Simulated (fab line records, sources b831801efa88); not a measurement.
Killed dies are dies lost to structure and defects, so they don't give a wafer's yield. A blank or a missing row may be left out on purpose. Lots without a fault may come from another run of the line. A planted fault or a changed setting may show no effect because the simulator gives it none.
Problem report in the 8D (eight disciplines) form, filled by code | flow sfq_line | the parts of the form that need people (team, actions taken, sign-off) are left out

1. THE PROBLEM
head_pressure_psi at SFQ_TRILAYER_A5B_CMP_CMP_130 reads a mean of 2.464 psi on 6 wafers of 2 lots; wafers without a fault read 3.001 psi with a standard deviation of 0.006. That is -90 standard deviations from the usual mean.
The step: polishes, stops on Nb, target thk 340.7 nm.
First seen on wafer L297.3, day 53 18:12, on cmp-01. The record holds 42 wafers of 14 lots with a number at this step. Rule for "out", or "out of limits": more than 4 standard deviations from the usual mean. The other wafers with a number count as sound.

2. WHAT IT IS AND WHAT IT IS NOT
question                    | is                     | is not
which readings at this step | head_pressure_psi      | -
which lots                  | L297, L300             | L285, L286, L289, L291, L294, L302, L303, L304, L305, L306, L307, L308
which wafers of those lots  | all that have a number | -
read on which tools         | cmp-01                 | cmp-02
when                        | from day 53 18:12      | up to then (15 sound wafers); but 21 sound wafers of L302, L303, L304, L305, L306, L307, L308 came after

3. SUSPECTS, AND WHAT RULES EACH OUT
Counting: a tool at a process step up to the reading stays a suspect if it ran every lot that is out and no sound lot after the first of them.
- cmp-01 at SFQ_TRILAYER_A5B_CMP_CMP_130 (polishes, stops on Nb, target thk 340.7 nm): ruled out as a lasting fault. Sound lots L302, L307 ran on it after its first lot that is out, L297 (day 53 18:12).
Left after counting: nothing in the record.

4. THE CAUSE (what the simulator had put in)
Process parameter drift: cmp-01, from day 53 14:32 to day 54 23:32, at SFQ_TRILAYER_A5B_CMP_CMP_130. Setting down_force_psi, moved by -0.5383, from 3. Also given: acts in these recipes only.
Counting ruled it out, wrongly.

5. THE CHAIN OF EFFECTS, in route order
Each row: a reading whose mean over the struck wafers that have a number lies more than 3 standard deviations from the usual. Only readings for which the record gives a usual standard deviation are gone through. hours: the time from each lot's start at the first step in this table that gives one to its start at this step, as a median over the lots. sigmas: the change in usual standard deviations.
hours | step                         | reading           | usual     | on struck wafers | change | sigmas
0     | SFQ_TRILAYER_A5B_CMP_CMP_130 | head_pressure_psi | 3.001 psi | 2.464            | -0.537 | -90
The process steps in it:
- SFQ_TRILAYER_A5B_CMP_CMP_130: polishes, stops on Nb, target thk 340.7 nm.

6. WHAT WOULD HAVE CAUGHT IT SOONER
In this record the first reading out of limits was taken at day 53 18:12, 4 hours after the fault began at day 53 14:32.
